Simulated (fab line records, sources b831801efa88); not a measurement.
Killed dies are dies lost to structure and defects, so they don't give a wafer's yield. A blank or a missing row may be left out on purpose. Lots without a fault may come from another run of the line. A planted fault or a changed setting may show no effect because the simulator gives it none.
Chamber matching | flow gf180mcu | GF_V3_CMP_26 on cmp-02: 4 sister chambers
The step polishes, stops on SiO2, t overpolish 15 s, target thk 0 nm. 42 wafers are shown with their chamber, then 12 later ones without.

WAFERS WITH THEIR CHAMBER
wafer  | chamber | time_to_endpoint_s (s) | motor_current_A (A) | overpolish_run_s (s)
L074.1 | 0       | 78                     | 10.6                | 14.993
L074.4 | 3       | 81                     | 10.7                | 15.003
L074.5 | 0       | 77                     | 11.6                | 15.001
L075.3 | 0       | 77                     | 11.6                | 14.995
L075.5 | 1       | 84                     | 10.9                | 15.013
L075.6 | 2       | 89                     | 12.3                | 15.012
L076.2 | 3       | 86                     | 10.8                | 15.006
L076.4 | 0       | 82                     | 11.2                | 15.004
L076.5 | 0       | 81                     | 11.4                | 15.007
L077.1 | 1       | 85                     | 11.5                | 14.999
L077.2 | 0       | 79                     | 12.0                | 15.002
L077.4 | 2       | 87                     | 11.9                | 14.989
L078.1 | 1       | 83                     | 12.0                | 15.010
L078.2 | 2       | 89                     | 12.0                | 15.004
L078.4 | 3       | 85                     | 10.8                | 14.993
L078.3 | 0       | 75                     | 11.1                | 15.002
L078.5 | 0       | 78                     | 11.6                | 15.003
L078.6 | 3       | 81                     | 11.1                | 15.010
L080.1 | 0       | 80                     | 11.7                | 15.006
L080.3 | 1       | 85                     | 11.8                | 15.004
L080.4 | 2       | 89                     | 11.8                | 15.024
L080.2 | 3       | 85                     | 10.8                | 14.999
L080.5 | 1       | 86                     | 11.7                | 15.007
L080.6 | 2       | 87                     | 12.6                | 15.007
L081.1 | 0       | 80                     | 11.5                | 14.989
L081.4 | 3       | 83                     | 10.8                | 14.997
L081.6 | 2       | 84                     | 12.9                | 15.013
L083.1 | 2       | 90                     | 12.5                | 14.992
L083.2 | 0       | 79                     | 11.7                | 15.002
L083.4 | 3       | 83                     | 10.7                | 14.983
L084.1 | 3       | 77                     | 11.6                | 15.004
L084.4 | 1       | 79                     | 11.3                | 15.005
L084.6 | 3       | 79                     | 10.4                | 15.004
L085.2 | 0       | 74                     | 11.5                | 15.003
L085.3 | 2       | 89                     | 12.8                | 15.012
L085.4 | 3       | 80                     | 10.9                | 14.977
L086.4 | 3       | 84                     | 10.9                | 14.984
L086.5 | 1       | 85                     | 12.4                | 14.980
L086.6 | 2       | 91                     | 11.9                | 14.998
L087.1 | 3       | 84                     | 10.7                | 14.997
L087.2 | 0       | 82                     | 11.2                | 15.015
L087.3 | 1       | 88                     | 11.6                | 14.994

SIGNATURES (means of the wafers above)
reading            | chamber 0 | chamber 1 | chamber 2 | chamber 3 | scatter within a chamber
time_to_endpoint_s | 78.62     | 84.38     | 88.33     | 82.33     | 2.5
motor_current_A    | 11.438    | 11.650    | 12.300    | 10.850    | 0.37
overpolish_run_s   | 15.00169  | 15.00150  | 15.00567  | 14.99642  | 0.00954
Rule: a wafer's distance from a chamber is the root of the sum, over the readings, of the square of ((its reading less the chamber's mean) divided by the reading's scatter). The wafer belongs to the nearest chamber; if the next one is less than 2 further off, it can't be placed. The scatter: the root of (the sum of the squares of (reading less its chamber's mean) over the shown wafers, divided by (wafers less chambers)).

WAFERS WITHOUT THEIR CHAMBER
wafer  | time_to_endpoint_s (s) | motor_current_A (A) | overpolish_run_s (s)
L090.2 | 86                     | 11.3                | 15.000
L090.4 | 89                     | 11.5                | 14.989
L090.5 | 91                     | 12.5                | 15.010
L091.1 | 80                     | 11.7                | 14.990
L091.4 | 82                     | 12.2                | 14.998
L091.6 | 89                     | 12.2                | 14.997
L093.1 | 83                     | 10.9                | 15.000
L093.2 | 83                     | 11.8                | 14.997
L093.5 | 82                     | 11.5                | 14.993
L094.1 | 81                     | 10.7                | 14.993
L094.4 | 88                     | 11.1                | 15.012
L094.5 | 86                     | 11.6                | 14.998

WHICH CHAMBER EACH WENT THROUGH
wafer  | from the rows above               | in truth
L090.2 | can't be placed: 1 or 3 or 2 or 0 | 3
L090.4 | can't be placed: 1 or 2 or 3      | 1
L090.5 | 2                                 | 2
L091.1 | can't be placed: 0 or 1 or 3      | 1
L091.4 | can't be placed: 1 or 0 or 2 or 3 | 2
L091.6 | can't be placed: 2 or 1           | 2
L093.1 | can't be placed: 3 or 1 or 0      | 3
L093.2 | can't be placed: 1 or 0 or 3 or 2 | 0
L093.5 | can't be placed: 1 or 0 or 3      | 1
L094.1 | can't be placed: 3 or 0           | 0
L094.4 | can't be placed: 1 or 3 or 2 or 0 | 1
L094.5 | can't be placed: 1 or 2 or 3      | 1
Placed correctly: 1 of 12. Can't be placed from these rows: 11 (the true chamber is among the candidates in 11). Placed wrongly: 0.
